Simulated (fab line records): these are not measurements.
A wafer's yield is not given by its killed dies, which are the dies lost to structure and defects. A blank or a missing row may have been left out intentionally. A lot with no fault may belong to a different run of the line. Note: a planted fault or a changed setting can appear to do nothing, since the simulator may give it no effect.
Matching of chambers	flow gf180mcu	GF_POLY_GATE_ETCH_13 on rie_si-02: 4 sister chambers
The step etches poly-Si in HBr/Cl2, stops on SiO2, target depth 198.5 nm, time 69.6 s. 16 wafers are shown with their chamber, then 8 later ones without.

WAFERS PAIRED WITH THEIR CHAMBERS
wafer	chamber	drypump_motor_current_A (A)	run_length_s (s)	oes_product_au (a.u.)
L709.2	2	5.5	98.1	0.991
L709.4	0	5.9	97.2	0.975
L709.5	2	5.5	97.9	0.986
L711.2	2	5.4	97.9	0.997
L711.4	2	5.4	98.0	0.992
L711.5	3	5.4	97.6	0.995
L712.1	1	6.3	98.0	0.970
L712.3	3	5.4	98.1	0.982
L712.6	2	5.4	97.9	0.978
L724.1	3	5.4	97.6	0.987
L724.2	2	5.4	97.9	0.987
L724.3	0	5.9	97.3	0.995
L725.3	2	5.4	97.9	0.974
L725.4	0	5.9	97.2	0.986
L725.6	2	5.4	97.6	0.985
L726.1	2	5.4	97.8	0.991

SIGNATURES (averages over the wafers above)
reading	chamber 0	chamber 1	chamber 2	chamber 3	scatter within a chamber
drypump_motor_current_A	5.900	6.300	5.422	5.400	0.036
run_length_s	97.233	98.000	97.889	97.767	0.164
oes_product_au	0.98533	0.97000	0.98678	0.98800	0.00763
Rule: for each reading, subtract the chamber's mean from the wafer's reading, divide by that reading's scatter and square the result; add these up over the readings and take the root, which gives the wafer's distance from the chamber. The wafer belongs to the nearest chamber; if the next one is less than 2 further off, it can't be placed. The scatter is the square root of a quotient: the sum, over the shown wafers, of each reading's squared deviation from its chamber's mean, divided by wafers minus chambers.

WAFERS WHOSE CHAMBER IS MISSING
wafer	drypump_motor_current_A (A)	run_length_s (s)	oes_product_au (a.u.)
L726.3	5.9	97.6	0.988
L726.4	5.4	97.8	0.988
L728.2	5.4	97.7	0.994
L728.4	6.3	98.7	1.000
L728.5	5.9	97.5	0.994
L729.2	6.3	98.2	0.997
L729.3	5.4	97.8	0.999
L729.5	5.9	97.4	0.989

THE CHAMBER EACH PASSED THROUGH
wafer	from the rows above	in truth
L726.3	0	0
L726.4	can't be placed: 3 or 2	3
L728.2	can't be placed: 3 or 2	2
L728.4	1	1
L728.5	0	0
L729.2	1	1
L729.3	can't be placed: 3 or 2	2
L729.5	0	0
Correct placement for 5 of the 8. Cannot be placed on the basis of these rows: 3; the candidates contain the true chamber in 3. Number placed wrongly: 0.
